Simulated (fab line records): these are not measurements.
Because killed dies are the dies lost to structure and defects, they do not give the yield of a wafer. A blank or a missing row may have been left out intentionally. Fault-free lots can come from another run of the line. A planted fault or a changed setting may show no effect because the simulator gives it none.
Comparing a struck lot with a sound one    flow sfq_line    37 steps out of a route of 325
Sound: wafers L587.1, L587.3, L587.6. Struck: wafer L590.4. (L590.1, L590.5 of the same lot were not struck and are left out.) The cause comes at the end.
For every step that has rows: the tool of each side, followed by ch and its chambers, followed by its first start. Under that, the readings that differ: sound wafers    struck wafers    difference of the means    sigmas: that difference in standard deviations of wafers without a fault.
alike: a reading whose means differ by less than 2 such deviations, as well as words and numbers matching on both sides. not compared: withheld readings; readings where some wafer has no value; bounds like >300 that might hide an equal value; numbers whose values overlap and for which the record gives no deviation.
Wherever a step has rows on one side only, a row that says differs or no value, or a row with sigmas, the two part there. Numbers that don't overlap but have no deviation are shown without sigmas and don't part them. Lack of a reading on every wafer of one side parts them only where that side has two or more wafers.

SFQ_R5_THK_MEAS_934: measures by xrf.
  sound on film_metro-03, day 57 12:03; struck on film_metro-03, day 57 22:44
  alike: R5_MONX_THK
then, 6 steps without rows for these wafers: SFQ_TRILAYER_R5_LITHO_COAT_141 (resist thk 62 nm); SFQ_TRILAYER_R5_LITHO_COAT_136 (resist thk 600 nm); SFQ_TRILAYER_R5_LITHO_SOFTBAKE_140; SFQ_TRILAYER_R5_LITHO_EXPOSE_137 (exposes mask R5, target cd 500 nm); SFQ_TRILAYER_R5_LITHO_PEB_139 (peb time 60 s); SFQ_TRILAYER_R5_LITHO_DEVELOP_138 (time 60 s).
-- the record jumps here: 5 days lie between the struck wafers' starts before and after --
SFQ_R5_OVL_MEAS_935:
  sound on overlay-01, day 62 05:20; struck on overlay-02, day 62 13:44
  alike: R5_OVL
then, 1 step without rows for these wafers: SFQ_TRILAYER_R5_BARC_OPEN_METAL_ETCH_177 (etches BARC in O2, target depth 125 nm, time 41.7 s).
SFQ_TRILAYER_R5_ETCH_METAL_ETCH_139: etches the open film in Cl2, stops on SiO2, target depth 60 nm, time 40 s.
  sound on rie_metal-02 ch 0,1, day 62 05:26; struck on rie_metal-02 ch 1, day 62 13:50
  alike: drypump_motor_current_A, oes_product_au, rf_fwd_power_W
  not compared: rf_hours_counter_h
SFQ_TRILAYER_R5_STRIP_STRIP_140: strips in O2.
  sound on rie_metal-02 ch 0,1, day 62 05:29; struck on rie_metal-02 ch 1, day 62 13:53
  alike: drypump_motor_current_A, oes_product_au
  not compared: rf_hours_counter_h
then, 1 step without rows for these wafers: SFQ_TRILAYER_R5_STRIP_SOLV_CLEAN_141 (cleans in NMP, time 600 s).
SFQ_TRILAYER_A5C_DEP_PECVD_142: deposits SiO2 from SiH4/N2O, time 15.556 s, target thk 70 nm.
  sound on pecvd-04 ch 0,1,2, day 62 06:26; struck on pecvd-04 ch 1, day 62 14:50
reading                                               sound             struck  difference  sigmas
model.SiO2_of_TRILAYER_A5C_DEP_PECVD_142.thk_nm (nm)  69.12 69.13 70.9  77.6    +7.9        
  alike: heater_power_w, rf_fwd_power_W, showerhead_vpp_V, throttle_valve_pct
then, 6 steps without rows for these wafers: SFQ_TRILAYER_I5_LITHO_COAT_149 (resist thk 62 nm); SFQ_TRILAYER_I5_LITHO_COAT_144 (resist thk 650 nm); SFQ_TRILAYER_I5_LITHO_SOFTBAKE_148; SFQ_TRILAYER_I5_LITHO_EXPOSE_145 (exposes mask I5, target cd 700 nm); SFQ_TRILAYER_I5_LITHO_PEB_147 (peb time 60 s); SFQ_TRILAYER_I5_LITHO_DEVELOP_146 (time 60 s).
-- the record jumps here: 4 days lie between the struck wafers' starts before and after --
SFQ_I5_OVL_MEAS_936:
  sound on overlay-02, day 66 15:14; struck on overlay-02, day 66 21:14
  alike: I5_OVL
then, 1 step without rows for these wafers: SFQ_TRILAYER_I5_BARC_OPEN_VIA_ETCH_200 (etches BARC in O2, target depth 125 nm, time 41.7 s).
SFQ_TRILAYER_I5_ETCH_VIA_ETCH_147: etches the open film in CHF3, stops on Nb, target depth 360 nm.
  sound on rie_diel-01 ch 0,1,3, day 66 15:19; struck on rie_diel-04 ch 2, day 66 21:19
  alike: drypump_motor_current_A, oes_product_au, rf_fwd_power_W
then, 8 steps without rows for these wafers: SFQ_TRILAYER_I5_STRIP_STRIP_148 (strips in O2); SFQ_TRILAYER_I5_STRIP_SOLV_CLEAN_149 (cleans in NMP, time 600 s); SFQ_TRILAYER_C5_LITHO_COAT_156 (resist thk 62 nm); SFQ_TRILAYER_C5_LITHO_COAT_151 (resist thk 650 nm); SFQ_TRILAYER_C5_LITHO_SOFTBAKE_155; SFQ_TRILAYER_C5_LITHO_EXPOSE_152 (exposes mask C5, target cd 500 nm); SFQ_TRILAYER_C5_LITHO_PEB_154 (peb time 60 s); SFQ_TRILAYER_C5_LITHO_DEVELOP_153 (time 60 s).
-- the record jumps here: 4 days lie between the struck wafers' starts before and after --
SFQ_C5_OVL_MEAS_937:
  sound on overlay-02, day 70 22:14; struck on overlay-02, day 71 05:26
  alike: C5_OVL
SFQ_TRILAYER_C5_BARC_OPEN_VIA_ETCH_210: etches BARC in O2, target depth 125 nm, time 41.7 s.
  sound on rie_diel-03 ch 1,3, day 70 22:16; struck on rie_diel-03 ch 1, day 71 05:28
  alike: drypump_motor_current_A, oes_product_au, rf_fwd_power_W
  not compared: rf_hours_counter_h
SFQ_TRILAYER_C5_ETCH_VIA_ETCH_154: etches SiO2 in CHF3, stops on Nb, target depth 84 nm.
  sound on rie_diel-03 ch 1,3, day 70 22:19; struck on rie_diel-03 ch 1, day 71 05:31
reading                         sound              struck  difference  sigmas
oes_product_au (a.u.)           0.889 0.894 0.903  0.959   +0.064      +9
model.C5.feature_depth_nm (nm)  69.12 69.13 70.9   77.6    +7.9        
model.etch.depth_nm (nm)        69.12 69.13 70.9   77.6    +7.9        
  alike: drypump_motor_current_A, rf_fwd_power_W
SFQ_TRILAYER_C5_STRIP_STRIP_155: strips in O2.
  sound on rie_metal-03 ch 0,1, day 70 22:21; struck on rie_metal-02 ch 1, day 71 05:33
  alike: drypump_motor_current_A, oes_product_au
  not compared: rf_hours_counter_h
then, 1 step without rows for these wafers: SFQ_TRILAYER_C5_STRIP_SOLV_CLEAN_156 (cleans in NMP, time 600 s).
SFQ_TRILAYER_M6_DEP_PRE_CLEAN_158: time 22.5 s.
  sound on pvd_sputter-06, day 70 23:08; struck on pvd_sputter-06, day 71 06:20
reading                                               sound             struck  difference  sigmas
model.SiO2_of_TRILAYER_A5C_DEP_PECVD_142.thk_nm (nm)  61.62 61.63 63.4  70.1    +7.9        
then, 1 step without rows for these wafers: SFQ_TRILAYER_M6_DEP_SPUTTER_157 (material Nb, target thk 200 nm, time 133.3 s).

WHERE THEY PART
Within this record, at SFQ_TRILAYER_C5_ETCH_VIA_ETCH_154 only. Later steps at which nothing parts them and some readings are alike: SFQ_TRILAYER_C5_STRIP_STRIP_155.

WHY: what had been put in by the simulator
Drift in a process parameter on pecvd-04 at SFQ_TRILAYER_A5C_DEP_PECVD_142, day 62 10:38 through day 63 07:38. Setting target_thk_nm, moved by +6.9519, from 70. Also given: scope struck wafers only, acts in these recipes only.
